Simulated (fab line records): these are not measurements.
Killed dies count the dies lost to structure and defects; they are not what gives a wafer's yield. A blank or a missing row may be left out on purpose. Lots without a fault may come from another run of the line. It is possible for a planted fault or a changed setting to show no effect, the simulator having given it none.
fab line records	flow sky130
[record] lots = 6	wafers = 18	last_day = 51
route steps=708 shown VIA1@470 PAD_OPEN@708
lots that met no fault: from a run of the same line without faults
start_h: hours from the record's first day to the start of the lot's first wafer shown	wait_h: time in hours since the lot's previous step	" as in the row above	L1.1+2: a single row standing in for several wafers	- no value present, or no start provided	* or withheld: withheld	< > ~ a bound
route shown NAME@n: NAME is a module with steps in the file, n the number in the route of the first one	usual: average and standard deviation across the fault-free wafers	same: alike in all rows	chamber/n: place in a boat	sites: the reading at each site	_std_site: the values' standard deviation	_edge_site: inner sites' mean taken away from outer sites' mean	radius_mm: how far each site lies from the wafer's centre	mask NAME#n: copy n	behind: the most recent tool/chamber to have shaped the wafer	hold: what put the lot on hold/how long, in hours/how the hold closed	device: the transistor (n, p or np) that didn't switch	end of line: at the end of the route, the tests of the same wafers	a step with no rows: only its recipe	killed: at the first sort, the dies lost to defects and structure; wafer yield is something else	map: per-die view of a wafer (x killed, . not killed, _ where there is no die)
set.NAME: the setting as run; set.NAME@STEP: as run at that earlier step	model.NAME: the simulator's own value behind a step, which no gauge read
lots at some steps of the route; a table a step, a row a wafer
services: when a tool's chamber went out of use (start_h, in hours from the record's first day, below 0 if earlier), for how many hours, and the reason
[[steps]]
[step SKY_VIA1_CD_MEAS_12]
[recipe] target_cd_nm = 150
[usual] cd_nm = 150.1/1.7
lot.wafer	tool	chamber	start_h	wait_h	cd_nm
L809.1	cd_sem-01	-	795.24	-	153.4
L809.2	"	-	"	"	153.7
L809.6	"	-	"	"	153.0
L816.1	cd_sem-02	-	852.38	-	149.5
L816.2	"	-	"	"	146.9
L816.4	"	-	"	"	148.7
L818.1	cd_sem-01	-	864.94	-	149.5
L818.3	"	-	"	"	149.0
L818.4	"	-	"	"	149.6
L826.1	cd_sem-01	-	922.64	-	147.4
L826.2	"	-	"	"	149.4
L826.6	"	-	"	"	149.2
L827.1	cd_sem-02	-	933.19	-	147.9
L827.3	"	-	"	"	149.7
L827.5	"	-	"	"	149.9
L831.2	cd_sem-02	-	985.56	-	150.2
L831.4	"	-	"	"	151.1
L831.5	"	-	"	"	150.8
[step SKY_VIA1_OVL_MEAS_13]
[usual] VIA1_OVL = -1/5.4
lot.wafer	tool	chamber	start_h	wait_h	VIA1_OVL[nm]
L809.1	overlay-02	-	795.36	0.1	0
L809.2	"	-	"	"	1
L809.6	"	-	"	"	-4
L816.1	overlay-02	-	852.50	0.1	0
L816.2	"	-	"	"	-5
L816.4	"	-	"	"	-2
L818.1	overlay-02	-	865.06	0.1	10
L818.3	"	-	"	"	8
L818.4	"	-	"	"	9
L826.1	overlay-01	-	922.76	0.1	-4
L826.2	"	-	"	"	-9
L826.6	"	-	"	"	-10
L827.1	overlay-02	-	933.31	0.1	0
L827.3	"	-	"	"	0
L827.5	"	-	"	"	-2
L831.2	overlay-02	-	985.66	0.1	8
L831.4	"	-	"	"	5
L831.5	"	-	"	"	3
[step SKY_VIA1_ETCH_14]
[recipe] chemistry = N2/H2	target = BARC	ion_energy_ev = 200	source_w = 500	bias_w = 100	pressure_mtorr = 30	n2_flow_sccm = 100	h2_flow_sccm = 200	stop_on = SiO2	time_s = 45.9	target_depth_a = 600
[usual] drypump_motor_current_A = 5.8/0.43	oes_product_au = 0.855/0.0049	rf_fwd_power_W = 495.0/2	throttle_valve_pct = 13.225/0.0091
lot.wafer	tool	chamber	start_h	wait_h	drypump_motor_current_A	oes_product_au	rf_fwd_power_W	rf_hours_counter_h	throttle_valve_pct
L809.1	rie_diel-01	2	795.39	0.0	5.5	0.853	494.8	16	13.222
L809.2	"	3	"	"	4.9	0.858	494.4	6	13.215
L809.6	"	3	"	"	4.9	0.854	493.9	-	13.214
L816.1	rie_diel-01	1	852.54	0.0	6.1	0.866	494.8	13	13.223
L816.2	"	2	"	"	5.4	0.856	492.2	17	13.238
L816.4	"	0	"	"	5.8	0.859	496.7	5	13.222
L818.1	rie_diel-04	3	865.09	0.0	6.0	0.848	496.7	8	13.209
L818.3	"	2	"	"	6.5	0.853	491.3	8	13.231
L818.4	"	0	"	"	5.7	0.850	495.7	16	13.236
L826.1	rie_diel-01	1	922.80	0.0	6.1	0.857	493.9	15	13.222
L826.2	"	2	"	"	5.4	0.848	493.8	19	13.221
L826.6	"	1	"	"	6.1	0.860	496.6	-	13.222
L827.1	rie_diel-01	3	933.34	0.0	4.9	0.859	491.9	10	13.238
L827.3	"	0	"	"	5.8	0.857	494.1	7	13.227
L827.5	"	2	"	"	5.4	0.856	491.4	-	13.226
L831.2	rie_diel-03	1	985.69	0.0	5.9	0.863	492.0	22	13.222
L831.4	"	3	"	"	6.4	0.852	497.9	8	13.234
L831.5	"	3	"	"	6.5	0.855	499.3	-	13.230
[step SKY_VIA1_ETCH_15]
[recipe] target = SiO2	chemistry = C4F8/O2/Ar	target_depth_nm = 351	stop_on = TiN	mask_material = KrF-thick	source_w = 1500	bias_w = 1200	pressure_mtorr = 40	c4f8_flow_sccm = withheld	O2_flow_sccm = 6	Ar_flow_sccm = 300	time_s = 54
[usual] oes_product_au = 0.982/0.0067	rf_fwd_power_W = 1486/5.2
lot.wafer	tool	chamber	start_h	wait_h	oes_product_au	rf_fwd_power_W	rf_hours_counter_h
L809.1	rie_diel-01	2	795.44	0.0	0.986	1477	16
L809.2	"	3	"	"	0.995	1482	6
L809.6	"	3	"	"	0.987	1480	-
L816.1	rie_diel-01	1	852.58	0.0	0.977	1489	13
L816.2	"	2	"	"	0.970	1475	17
L816.4	"	0	"	"	0.975	1485	5
L818.1	rie_diel-04	3	865.14	0.0	0.985	1497	8
L818.3	"	2	"	"	0.985	1488	8
L818.4	"	0	"	"	0.978	1488	16
L826.1	rie_diel-01	1	922.84	0.0	0.977	1488	15
L826.2	"	2	"	"	0.976	1482	19
L826.6	"	1	"	"	0.980	1489	-
L827.1	rie_diel-01	3	933.38	0.0	0.990	1476	10
L827.3	"	0	"	"	0.980	1487	7
L827.5	"	2	"	"	0.980	1486	-
L831.2	rie_diel-03	1	985.73	0.0	0.977	1478	22
L831.4	"	3	"	"	0.984	1488	8
L831.5	"	3	"	"	0.981	1488	-
[step SKY_VIA1_STRIP_16]
[recipe] chemistry = O2/N2	power_w = 1400	pressure_mtorr = 1500	platen_temp_c = withheld	o2_flow_sccm = 3000	n2_flow_sccm = 300	overash_fraction = 0.5
[usual] drypump_motor_current_A = 6.0/0.36	oes_product_au = 0.415/0.0048	strip_time_to_endpoint_s = 4.454/0.024
lot.wafer	tool	chamber	start_h	wait_h	drypump_motor_current_A	oes_product_au	rf_hours_counter_h	strip_time_to_endpoint_s
L809.1	plasma_asher-01	1	795.48	0.0	6.0	0.400	33	4.432
L809.2	"	0	"	"	5.8	0.416	33	4.426
L809.6	"	1	"	"	6.0	0.406	-	4.431
L816.1	plasma_asher-01	0	852.63	0.0	5.8	0.416	39	4.486
L816.2	"	1	"	"	6.0	0.416	39	4.492
L816.4	"	1	"	"	6.0	0.418	-	4.491
L818.1	plasma_asher-03	0	865.18	0.0	6.6	0.415	12	4.455
L818.3	"	1	"	"	5.4	0.407	-	4.424
L818.4	"	0	"	"	6.6	0.428	-	4.481
L826.1	plasma_asher-01	0	922.88	0.0	5.8	0.422	47	4.436
L826.2	"	1	"	"	6.0	0.418	47	4.421
L826.6	"	0	"	"	5.8	0.413	-	4.442
L827.1	plasma_asher-03	1	933.43	0.0	5.4	0.413	18	4.418
L827.3	"	0	"	"	6.6	0.412	-	4.464
L827.5	"	0	"	"	6.6	0.416	-	4.441
L831.2	plasma_asher-04	0	985.78	0.0	6.4	0.418	117	4.465
L831.4	"	1	"	"	5.8	0.420	-	4.451
L831.5	"	1	"	"	5.8	0.415	-	4.445
[step SKY_VIA1_STRIP_17]
[recipe] chemistry = post_etch_residue_remover	time_s = 1200	temp_c = 72.5
[step SKY_VIA1_CLEAN_18]
[recipe] chemistry = IPA	time_s = 180	temp_c = 25
[step SKY_VIA1_CLEAN_19]
[recipe] chemistry = O3/DIW	dry = n2_spin
[step SKY_VIA1_SPUTTER_20]
[recipe] material = TiN	target_thk_nm = 20	chamber_pressure_pa = 5	power_w = 4000	time_s = 80
[usual] throttle_valve_pct = 29.9/0.67
lot.wafer	tool	chamber	start_h	wait_h	throttle_valve_pct
L809.1	pvd_sputter-04	-	796.07	0.0	28.9
L809.2	"	-	"	"	30.3
L809.6	"	-	"	"	29.7
L816.1	pvd_sputter-01	-	853.24	0.0	30.2
L816.2	"	-	"	"	29.7
L816.4	"	-	"	"	31.8
L818.1	pvd_sputter-03	-	865.78	0.0	29.5
L818.3	"	-	"	"	29.8
L818.4	"	-	"	"	29.9
L826.1	pvd_sputter-04	-	923.48	0.0	28.8
L826.2	"	-	"	"	30.4
L826.6	"	-	"	"	28.8
L827.1	pvd_sputter-03	-	934.16	0.0	29.4
L827.3	"	-	"	"	29.7
L827.5	"	-	"	"	29.3
L831.2	pvd_sputter-04	-	986.43	0.0	30.4
L831.4	"	-	"	"	29.6
L831.5	"	-	"	"	30.2
[step SKY_VIA1_CVD_21]
[recipe] material = W	target_thk_nm = 270	time_s = 80.902	temp_c = 400	pressure_torr = 40
[usual] heater_power_outer_w = 596/57	heater_power_w = 953/100
lot.wafer	tool	chamber	start_h	wait_h	heater_power_outer_w	heater_power_w
L809.1	cvd_w-01	0	796.14	0.0	606	998
L809.2	"	1	"	"	514	837
L809.6	"	1	"	"	530	821
L816.1	cvd_w-02	1	853.30	0.0	687	1073
L816.2	"	0	"	"	552	890
L816.4	"	0	"	"	555	895
L818.1	cvd_w-01	0	865.84	0.0	626	1018
L818.3	"	0	"	"	629	1032
L818.4	"	0	"	"	613	1035
L826.1	cvd_w-01	0	923.54	0.0	566	912
L826.2	"	1	"	"	504	796
L826.6	"	1	"	"	507	783
L827.1	cvd_w-02	0	934.22	0.0	552	865
L827.3	"	0	"	"	565	897
L827.5	"	1	"	"	674	1092
L831.2	cvd_w-02	1	986.49	0.0	682	1090
L831.4	"	0	"	"	569	889
L831.5	"	0	"	"	563	904
[step SKY_VIA1_RS_MEAS_22]
[recipe] thk_meas_gauge = four-point-probe	reads = W_of_VIA1_CVD_21+TiN_of_VIA1_SPUTTER_20
[usual] VIA1_W_RS = 0.427/0.0041
lot.wafer	tool	chamber	start_h	wait_h	VIA1_W_RS[ohm/sq]
L809.1	film_metro-02	-	796.23	0.1	0.430
L809.2	"	-	"	"	0.434
L809.6	"	-	"	"	0.432
L816.1	film_metro-04	-	853.39	0.1	0.428
L816.2	"	-	"	"	0.424
L816.4	"	-	"	"	0.423
L818.1	film_metro-04	-	866.02	0.2	0.429
L818.3	"	-	"	"	0.434
L818.4	"	-	"	"	0.430
L826.1	film_metro-02	-	923.63	0.1	0.417
L826.2	"	-	"	"	0.421
L826.6	"	-	"	"	0.418
L827.1	film_metro-02	-	934.31	0.1	0.426
L827.3	"	-	"	"	0.428
L827.5	"	-	"	"	0.425
L831.2	film_metro-04	-	986.60	0.1	0.425
L831.4	"	-	"	"	0.427
L831.5	"	-	"	"	0.426
[step SKY_VIA1_THK_MEAS_23]
[recipe] thk_meas_gauge = xrf	reads = W_of_VIA1_CVD_21
[usual] VIA1_W_THK = 266/3.6
lot.wafer	tool	chamber	start_h	wait_h	VIA1_W_THK[nm]
L809.1	film_metro-02	-	796.35	0.1	263
L809.2	"	-	"	"	260
L809.6	"	-	"	"	262
L816.1	film_metro-04	-	853.51	0.1	268
L816.2	"	-	"	"	270
L816.4	"	-	"	"	271
L818.1	film_metro-04	-	866.14	0.1	266
L818.3	"	-	"	"	262
L818.4	"	-	"	"	265
L826.1	film_metro-02	-	923.75	0.1	274
L826.2	"	-	"	"	269
L826.6	"	-	"	"	274
L827.1	film_metro-02	-	934.43	0.1	269
L827.3	"	-	"	"	266
L827.5	"	-	"	"	268
L831.2	film_metro-04	-	986.71	0.1	265
L831.4	"	-	"	"	265
L831.5	"	-	"	"	266
[step SKY_VIA1_CMP_24]
[recipe] stop_on = SiO2	t_overpolish_s = 15	down_force_psi = 3.5	platen_rpm = 60	target_thk_nm = 0	pad_velocity_m_s = 0.94248
[usual] edge_zone_pressure_frac = 1.000/0.0048	head_pressure_psi = 3.500/0.0077	motor_current_A = 11.3/1.1	overpolish_run_s = 15.001/0.0082	time_to_endpoint_s = 67/3.5
lot.wafer	tool	chamber	start_h	wait_h	edge_zone_pressure_frac	head_pressure_psi	motor_current_A	overpolish_run_s	time_to_endpoint_s	model.W_of_VIA1_CVD_21.thk_nm	model.SiO2_of_VIA1_HDPCVD_00.thk_nm
L809.2	cmp-02	0	796.46	0.1	1.005	3.516	11.7	15.000	70	0	342.2
L809.1	"	2	"	"	0.993	3.487	9.6	14.994	64	0	339.9
L809.6	"	0	"	"	1.001	3.506	11.1	15.011	70	0	341.1
L816.4	cmp-02	3	853.57	0.0	-	-	-	-	-	272.5	345.4
L816.2	"	1	"	"	-	-	-	-	-	272.3	343.9
L816.1	"	2	"	"	-	-	-	-	-	269.4	343.5
L818.3	cmp-02	1	866.20	0.0	-	-	-	-	-	265.7	345.7
L818.4	"	2	"	"	-	-	-	-	-	269	344.4
L818.1	"	3	"	"	-	-	-	-	-	269.3	346.9
L826.1	cmp-02	2	923.86	0.1	0.994	3.501	9.4	14.991	64	0	342.3
L826.2	"	0	"	"	1.005	3.484	11.7	14.996	71	0	341.2
L826.6	"	2	"	"	0.992	3.505	9.6	15.017	64	0	343.5
L827.1	cmp-02	3	934.49	0.1	0.994	3.505	10.8	15.010	68	0	340.3
L827.3	"	2	"	"	0.996	3.484	9.8	15.009	62	0	341.4
L827.5	"	0	"	"	1.004	3.496	11.6	15.000	68	0	339.9
L831.2	cmp-01	1	986.86	0.1	0.996	3.500	13.2	15.004	72	0	340.3
L831.4	"	2	"	"	1.007	3.513	11.5	14.999	74	0	342.5
L831.5	"	0	"	"	1.009	3.516	12.1	14.989	74	0	341.2
[step SKY_PAD_OPEN_PROBE_99]
[usual] defect_limited_yield = 82.4/2	killed_at_M0_to_M3 = 43/6.8	killed_at_M4_up = 3.1/1.8	killed_at_contacts = 25/5.8	killed_at_front_end = 15/4.2	killed_at_other = 0.3/0.5	killed_dies = 87/9.7	killed_on_rim = 17/4.1	killed_open = 47/7.3	killed_short = 39/6.6	sort_bin_3_pad_short = 0.9/0.37	sort_bin_5_function = 10.4/1.4	sort_bin_6_memory = 6.3/1.1	sort_n_pass = 405/9.7	sort_yield_pct = 82.4/2
[same] gross_dies = 492	killed_at_back_side = 0	sort_bin_4_leakage[%] = 0	sort_bin_8_speed[%] = 0
lot.wafer	tool	chamber	start_h	wait_h	defect_limited_yield[%]	killed_at_M0_to_M3	killed_at_M4_up	killed_at_contacts	killed_at_front_end	killed_at_other	killed_dies	killed_on_rim	killed_open	killed_short	sort_bin_3_pad_short[%]	sort_bin_5_function[%]	sort_bin_6_memory[%]	sort_n_pass	sort_yield_pct[%]
L809.1	prober-02	-	1077.36	0.1	79.9	48	3	31	16	1	99	23	50	49	0.8	13.2	6.1	393	79.9
L809.2	prober-02	-	1077.41	0.1	84.8	41	5	20	8	1	75	13	42	33	0.6	8.7	5.9	417	84.8
L809.6	prober-02	-	1077.61	0.2	86.0	36	2	15	15	1	69	17	28	41	0.4	8.9	4.7	423	86.0
L816.1	prober-01	-	1120.05	0.1	0	438	3	33	18	0	492	96	51	44	81.1	12.2	6.7	0	0
L816.2	prober-01	-	1120.10	0.1	0	448	4	24	15	1	492	96	50	46	81.7	10.8	7.5	0	0
L816.4	prober-01	-	1120.20	0.2	0	451	2	23	16	0	492	96	42	34	85.4	10.0	4.7	0	0
L818.1	prober-02	-	1132.49	0.1	0	449	1	30	12	0	492	96	45	36	84.8	9.1	6.1	0	0
L818.3	prober-02	-	1132.59	0.2	0	456	1	22	13	0	492	96	45	32	84.8	7.5	7.7	0	0
L818.4	prober-02	-	1132.64	0.2	0	450	2	28	12	0	492	96	48	33	84.6	10.4	5.1	0	0
L826.1	prober-01	-	1175.64	0.1	78.9	48	2	35	19	0	104	22	55	49	1.4	13.2	6.5	388	78.9
L826.2	prober-01	-	1175.69	0.1	82.3	46	1	24	15	1	87	16	40	47	0.4	9.8	7.5	405	82.3
L826.6	prober-01	-	1175.89	0.2	79.9	36	3	45	15	0	99	20	46	53	1.2	12.6	6.3	393	79.9
L827.1	prober-02	-	1181.86	0.1	85.2	41	1	21	9	1	73	9	39	34	0.6	9.3	4.9	419	85.2
L827.3	prober-02	-	1181.96	0.2	81.1	47	2	33	10	1	93	18	49	44	1.2	10.0	7.7	399	81.1
L827.5	prober-02	-	1182.06	0.2	85.0	28	3	25	18	0	74	17	37	37	0.8	9.1	5.1	418	85.0
L831.2	prober-01	-	1214.54	0.1	81.3	47	7	20	17	1	92	19	47	45	0.8	10.0	7.9	400	81.3
L831.4	prober-01	-	1214.64	0.2	81.5	47	1	28	15	0	91	21	46	45	1.0	10.2	7.3	401	81.5
L831.5	prober-01	-	1214.69	0.2	83.5	43	2	23	13	0	81	22	47	34	1.2	9.1	6.1	411	83.5
// killed by level:class
L809.1 CONTACT:geometric_particle:open=12 VIA3:geometric_particle:open=8 VIA1:geometric_particle:open=8 VIA1:geometric_particle:short=8 VIA2:geometric_particle:open=8 CONTACT:geometric_particle:short=7 FIELD_ISO:geometric_particle:open=5 LOCAL_INTERCONNECT:geometric_particle:short=5
L809.2 CONTACT:geometric_particle:open=8 VIA1:geometric_particle:open=7 METAL2:geometric_particle:short=7 LI_CONTACT:geometric_particle:open=5 VIA2:geometric_particle:short=5 VIA3:geometric_particle:open=5 VIA2:geometric_particle:open=4 LOCAL_INTERCONNECT:geometric_particle:short=3
L809.6 VIA2:geometric_particle:short=6 FIELD_ISO:geometric_particle:short=5 VIA2:geometric_particle:open=5 VIA1:geometric_particle:open=5 METAL1:geometric_particle:short=4 CONTACT:geometric_particle:open=4 METAL2:geometric_particle:short=4 VIA3:geometric_particle:open=4
L816.1 VIA1:area_cmp=397 VIA2:geometric_particle:open=11 CONTACT:geometric_particle:short=8 CONTACT:geometric_particle:open=8 VIA1:geometric_particle:open=7 LI_CONTACT:geometric_particle:open=7 POLY_GATE:geometric_particle:open=5 LI_CONTACT:geometric_particle:short=5
L816.2 VIA1:area_cmp=396 VIA1:geometric_particle:open=12 LI_CONTACT:geometric_particle:open=9 VIA1:geometric_particle:short=8 METAL2:geometric_particle:short=7 METAL1:geometric_particle:open=6 VIA3:geometric_particle:open=6 CONTACT:geometric_particle:open=5
L816.4 VIA1:area_cmp=416 VIA1:geometric_particle:open=9 CONTACT:geometric_particle:open=8 POLY_GATE:geometric_particle:open=5 LI_CONTACT:geometric_particle:open=5 VIA3:geometric_particle:open=5 VIA2:geometric_particle:short=4 POLY_GATE:geometric_particle:short=4
L818.1 VIA1:area_cmp=411 CONTACT:geometric_particle:open=15 VIA1:geometric_particle:open=11 LI_CONTACT:geometric_particle:open=6 VIA2:geometric_particle:open=6 METAL1:geometric_particle:short=5 FIELD_ISO:geometric_particle:short=4 LI_CONTACT:geometric_particle:short=4
L818.3 VIA1:area_cmp=415 CONTACT:geometric_particle:open=9 VIA1:geometric_particle:open=9 VIA3:geometric_particle:open=9 VIA2:geometric_particle:open=7 FIELD_ISO:geometric_particle:open=5 CONTACT:geometric_particle:short=5 LI_CONTACT:geometric_particle:short=4
L818.4 VIA1:area_cmp=411 VIA1:geometric_particle:open=13 LI_CONTACT:geometric_particle:open=8 LI_CONTACT:geometric_particle:short=7 VIA2:geometric_particle:open=7 CONTACT:geometric_particle:open=6 VIA1:geometric_particle:short=6 VIA3:geometric_particle:open=4
L826.1 LI_CONTACT:geometric_particle:open=10 CONTACT:geometric_particle:short=9 CONTACT:geometric_particle:open=9 VIA2:geometric_particle:open=9 VIA1:geometric_particle:open=8 VIA2:geometric_particle:short=6 POLY_GATE:geometric_particle:short=5 METAL2:geometric_particle:short=5
L826.2 VIA1:geometric_particle:open=11 LI_CONTACT:geometric_particle:open=7 METAL1:geometric_particle:short=7 LI_CONTACT:geometric_particle:short=6 LOCAL_INTERCONNECT:geometric_particle:short=6 METAL2:geometric_particle:short=6 FIELD_ISO:geometric_particle:open=5 VIA2:geometric_particle:short=5
L826.6 CONTACT:geometric_particle:open=17 LI_CONTACT:geometric_particle:open=9 METAL2:geometric_particle:short=8 METAL1:geometric_particle:short=7 POLY_GATE:geometric_particle:short=6 LI_CONTACT:geometric_particle:short=6 LOCAL_INTERCONNECT:geometric_particle:short=6 CONTACT:geometric_particle:short=6
L827.1 CONTACT:geometric_particle:open=9 METAL1:geometric_particle:short=6 VIA1:geometric_particle:open=6 VIA2:geometric_particle:open=6 CONTACT:geometric_particle:short=4 VIA1:geometric_particle:short=4 METAL2:geometric_particle:short=4 VIA3:geometric_particle:short=4
L827.3 CONTACT:geometric_particle:open=13 VIA1:geometric_particle:open=11 LI_CONTACT:geometric_particle:open=7 METAL2:geometric_particle:short=6 CONTACT:geometric_particle:short=6 VIA2:geometric_particle:open=6 VIA1:geometric_particle:short=6 LI_CONTACT:geometric_particle:short=5
L827.5 CONTACT:geometric_particle:open=7 LI_CONTACT:geometric_particle:short=5 METAL1:geometric_particle:short=5 VIA2:geometric_particle:open=5 FIELD_ISO:geometric_particle:short=4 POLY_GATE:geometric_particle:open=4 LOCAL_INTERCONNECT:geometric_particle:short=4 LOCAL_INTERCONNECT:geometric_particle:open=4
L831.2 VIA1:geometric_particle:open=14 CONTACT:geometric_particle:open=8 VIA1:geometric_particle:short=7 VIA3:geometric_particle:open=7 METAL4:geometric_particle:short=6 LI_CONTACT:geometric_particle:open=5 CONTACT:geometric_particle:short=5 VIA3:geometric_particle:short=5
L831.4 CONTACT:geometric_particle:open=8 LOCAL_INTERCONNECT:geometric_particle:short=8 VIA1:geometric_particle:open=8 VIA3:geometric_particle:open=7 VIA2:geometric_particle:open=6 FIELD_ISO:geometric_particle:open=5 CONTACT:geometric_particle:short=5 METAL2:geometric_particle:open=5
L831.5 VIA1:geometric_particle:open=11 CONTACT:geometric_particle:open=8 METAL2:geometric_particle:short=6 FIELD_ISO:geometric_particle:open=5 LI_CONTACT:geometric_particle:open=5 LOCAL_INTERCONNECT:geometric_particle:short=5 VIA2:geometric_particle:open=5 VIA1:geometric_particle:short=4
// map L816.1 (x killed, . not)
__________xxxxxxxxxx_________
________xxxxxxxxxxxxxx_______
______xxxxxxxxxxxxxxxxxx_____
_____xxxxxxxxxxxxxxxxxxxx____
____xxxxxxxxxxxxxxxxxxxxxx___
___xxxxxxxxxxxxxxxxxxxxxxxx__
__xxxxxxxxxxxxxxxxxxxxxxxxxx_
_xxxxxxxxxxxxxxxxxxxxxxxxxxxx
_xxxxxxxxxxxxxxxxxxxxxxxxxxxx
_xxxxxxxxxxxxxxxxxxxxxxxxxxxx
_xxxxxxxxxxxxxxxxxxxxxxxxxxxx
_xxxxxxxxxxxxxxxxxxxxxxxxxxxx
_xxxxxxxxxxxxxxxxxxxxxxxxxxxx
_xxxxxxxxxxxxxxxxxxxxxxxxxxxx
_xxxxxxxxxxxxxxxxxxxxxxxxxxxx
__xxxxxxxxxxxxxxxxxxxxxxxxxx_
___xxxxxxxxxxxxxxxxxxxxxxxx__
____xxxxxxxxxxxxxxxxxxxxxx___
_____xxxxxxxxxxxxxxxxxxxx____
______xxxxxxxxxxxxxxxxxx_____
________xxxxxxxxxxxxxx_______
__________xxxxxxxxxx_________
// map L818.1 (x killed, . not)
__________xxxxxxxxxx_________
________xxxxxxxxxxxxxx_______
______xxxxxxxxxxxxxxxxxx_____
_____xxxxxxxxxxxxxxxxxxxx____
____xxxxxxxxxxxxxxxxxxxxxx___
___xxxxxxxxxxxxxxxxxxxxxxxx__
__xxxxxxxxxxxxxxxxxxxxxxxxxx_
_xxxxxxxxxxxxxxxxxxxxxxxxxxxx
_xxxxxxxxxxxxxxxxxxxxxxxxxxxx
_xxxxxxxxxxxxxxxxxxxxxxxxxxxx
_xxxxxxxxxxxxxxxxxxxxxxxxxxxx
_xxxxxxxxxxxxxxxxxxxxxxxxxxxx
_xxxxxxxxxxxxxxxxxxxxxxxxxxxx
_xxxxxxxxxxxxxxxxxxxxxxxxxxxx
_xxxxxxxxxxxxxxxxxxxxxxxxxxxx
__xxxxxxxxxxxxxxxxxxxxxxxxxx_
___xxxxxxxxxxxxxxxxxxxxxxxx__
____xxxxxxxxxxxxxxxxxxxxxx___
_____xxxxxxxxxxxxxxxxxxxx____
______xxxxxxxxxxxxxxxxxx_____
________xxxxxxxxxxxxxx_______
__________xxxxxxxxxx_________
[[services]]
tool	chamber	start_h	hours	kind
cmp-02	-	777.26	5.2	pm
rie_diel-01	-	786.51	1.4	repair
cvd_w-02	-	799.67	2.8	pm
rie_diel-04	-	805.43	0.8	repair
cmp-02	-	809.74	2.5	repair
rie_diel-01	3	814.84	3.9	repair
rie_diel-04	-	819.53	0.8	repair
rie_diel-01	3	834.20	5.4	repair
rie_diel-01	1	852.89	9.3	repair
cvd_w-02	-	856.38	1.2	repair
rie_diel-03	2	860.47	7.9	repair
cmp-02	-	861.64	0.3	repair
cvd_w-01	1	863.11	6.3	repair
cvd_w-01	-	866.41	0.7	repair
rie_diel-03	0	868.68	2.4	repair
pvd_sputter-03	-	869.41	4.9	repair
plasma_asher-03	-	888.86	2.8	repair
rie_diel-04	2	893.15	5.9	repair
cvd_w-01	-	904.00	14.0	pm
rie_diel-01	0	909.25	10.0	repair
rie_diel-01	2	915.13	7.6	repair
cmp-02	-	943.59	2.7	repair
pvd_sputter-04	-	944.69	2.5	repair
rie_diel-01	-	945.82	2.8	pm
[[key]]
[first_sign] step = SKY_VIA1_CMP_24	reading = tool_record	direction = missing
[effect] step = SKY_PAD_OPEN_PROBE_99	reading = sort_bin_3_pad_short	direction = up	sigmas = 99+	usual = 0.9	struck = 83.7
[model_effect] step = SKY_VIA1_CMP_24	value = W_of_VIA1_CVD_21.thk_nm	without = 0	struck = 269.7
[more_kills_born_at] SKY_VIA1_CMP_24@cmp-02 = 2426
met_at SKY_VIA1_CMP_24
struck_wafers L816.1,L816.2,L816.4,L818.1,L818.3,L818.4
later_rows_left_out L816.1,L816.2,L816.4,L818.1,L818.3,L818.4
onset_between 796.46 853.57
[fault] kind = skipped_step_whole	tool = cmp-02	chamber = -	onset_h = 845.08	steps = SKY_VIA1_CMP_24	scope = struck_lots_only
// later_rows_left_out: the simulator's readings of these wafers behind a module that went badly wrong aren't trusted and aren't shown, but for the sort
